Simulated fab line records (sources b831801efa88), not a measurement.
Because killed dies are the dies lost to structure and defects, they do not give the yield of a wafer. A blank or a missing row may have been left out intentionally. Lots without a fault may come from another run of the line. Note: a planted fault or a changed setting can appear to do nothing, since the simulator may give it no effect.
Matching of chambers + flow gf180mcu + rie_diel-02 running GF_V4_ETCH_16: 4 sister chambers
The step etches BARC in N2/H2. 4 wafers are shown with their chamber, then 8 later ones without.

## WAFERS WITH THEIR CHAMBER
| wafer  | chamber | drypump_motor_current_A (A) |
|--------|---------|-----------------------------|
| L089.1 | 3       | 5.8                         |
| L089.2 | 1       | 6.1                         |
| L089.3 | 2       | 5.4                         |
| L089.4 | 0       | 5.4                         |

## WAFERS MISSING THEIR CHAMBER
| wafer  | drypump_motor_current_A (A) |
|--------|-----------------------------|
| L089.5 | 5.8                         |
| L089.6 | 5.5                         |
| L092.1 | 5.5                         |
| L092.4 | 5.8                         |
| L092.5 | 5.4                         |
| L097.3 | 5.5                         |
| L097.5 | 5.8                         |
| L097.6 | 5.4                         |

## EACH ONE'S CHAMBER
| wafer  | from the rows above     | in truth |
|--------|-------------------------|----------|
| L089.5 | 3                       | 3        |
| L089.6 | can't be placed: 0 or 2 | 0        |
| L092.1 | can't be placed: 0 or 2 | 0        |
| L092.4 | 3                       | 3        |
| L092.5 | can't be placed: 0 or 2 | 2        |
| L097.3 | can't be placed: 0 or 2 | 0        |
| L097.5 | 3                       | 3        |
| L097.6 | can't be placed: 0 or 2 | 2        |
Correctly placed: 3 of 8. These rows do not allow placing 5 (true chamber among the candidates in 5). Placed wrongly: 0.
How it was worked out, from the rows above alone: a wafer's distance from a chamber is the root of the sum, over the readings, of the square of ((its reading less the chamber's mean) divided by the reading's scatter). If the next closest chamber is less than 2 further off than the closest, the wafer can't be placed; otherwise it belongs to the closest. For every chamber, the mean is computed from those of its wafers that are shown. The scatter: root of mean squared gap, hidden wafer to nearest shown wafer, with one shown wafer a chamber.
